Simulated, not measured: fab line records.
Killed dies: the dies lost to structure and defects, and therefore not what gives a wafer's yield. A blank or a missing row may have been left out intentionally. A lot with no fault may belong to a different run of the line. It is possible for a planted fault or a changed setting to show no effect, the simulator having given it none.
A lot that was struck, set against a sound lot || flow gf180mcu || 16 steps out of a route of 602
Sound: the wafers L377.1, L377.2, L377.4. Struck: wafers L376.1, L376.4. (L376.2 of the same lot was not struck and is left out.) The cause comes at the end.
Each step with rows lists, per side, the tool, then ch with its chambers, then its first start. Under that, the readings that differ: sound wafers || struck wafers || difference of the means || sigmas: that difference in standard deviations of wafers without a fault.
alike: readings whose means differ by less than 2 such deviations, and words and numbers that are the same on both sides. not compared: withheld readings, readings that some wafer has no value for, bounds like >300 that may hide the same value, and numbers for which the record gives no deviation and whose values overlap.
Wherever a step has rows on one side only, a row that says differs or no value, or a row with sigmas, the two part there. Numbers that don't overlap but have no deviation are shown without sigmas and don't part them. A reading that every wafer of one side lacks parts them only if that side has two wafers or more.

GF_M4_SPUTTER_04: material TiN, target thk 50 nm, time 41.7 s.
  sound on pvdSputter-04 at day 29 15:03; struck on pvdSputter-04 at day 29 06:07
  alike: throttleValvePct
GF_M4_RS_MEAS_05: the measuring method here is four-point-probe.
  sound on filmMetro-01 at day 29 15:05; struck on filmMetro-01 at day 29 06:10
  alike: M4_ALCU_RS
GF_M4_THK_MEAS_06: measures by xrf.
  sound on filmMetro-01 at day 29 15:13; struck on filmMetro-01 at day 29 06:17
  alike: M4_ALCU_THK
then, 7 steps without rows for these wafers: GF_M4_DEHYDRATE_07 (time 60 s); GF_M4_HMDS_08 (prime time 60 s); GF_M4_COAT_09 (resist thk 1000 nm); GF_M4_SOFTBAKE_10 (time 60 s); GF_M4_EXPOSE_11 (exposes mask Metal4, target cd 280 nm); GF_M4_PEB_12 (peb time 90 s); GF_M4_DEVELOP_13 (develop time 60 s).
GF_M4_CD_MEAS_14: the cd target is 280 nm.
  sound on cdSem-02 at day 30 10:01; struck on cdSem-01 at day 30 00:47
  alike: cdNm
GF_M4_OVL_MEAS_15:
  sound on overlay-02 at day 30 10:08; struck on overlay-02 at day 30 00:54
  alike: M4_OVL
GF_M4_METAL_ETCH_16: etches the open film in Cl2/BCl3, stops on SiO2, target depth 750.8 nm, time 125.1 s.
  sound on rieMetal-01 ch 0,1, day 30 10:11; struck on rieMetal-02 ch 0,1, day 30 00:56
{"reading": "model.KrF_of_M4_COAT_09.thkNm (nm)", "sound": "676.7 671.3 676.9", "struck": "579.2 574.8", "difference": -98.0, "sigmas": ""}
  alike: drypumpMotorCurrentA, mfcCl2Sccm, oesProductAu, throttleValvePct
  not compared: rfHoursCounterH
GF_M4_STRIP_17: strips in O2/N2.
  sound on plasmaAsher-02 ch 0,1, day 30 10:19; struck on plasmaAsher-01 ch 1, day 30 01:04
{"reading": "oesProductAu (a.u.)", "sound": "0.528 0.539 0.530", "struck": "0.497 0.492", "difference": -0.038, "sigmas": -7}
{"reading": "stripTimeToEndpointS (s)", "sound": "7.29 7.26 7.30", "struck": "6.35 6.30", "difference": -0.96, "sigmas": -13}
  alike: drypumpMotorCurrentA, heaterPowerW
  not compared: rfHoursCounterH
then, 1 step without rows for these wafers: GF_M4_STRIP_18 (strips in post etch residue remover, time 1200 s).
-- the record jumps here: 5 days lie between the struck wafers' starts before and after (it left off in module M4 and takes up again in module PASSIVATION, whose first step shown is number 602 of the route) --
GF_PASSIVATION_PROBE_99:
  only the struck wafers here have rows in the record (prober-01, day 34 19:36); the sound ones have none

WHERE THEY PART
Last at GF_PASSIVATION_PROBE_99 as far as this record goes, first at GF_M4_STRIP_17.

WHY: what had been put in by the simulator
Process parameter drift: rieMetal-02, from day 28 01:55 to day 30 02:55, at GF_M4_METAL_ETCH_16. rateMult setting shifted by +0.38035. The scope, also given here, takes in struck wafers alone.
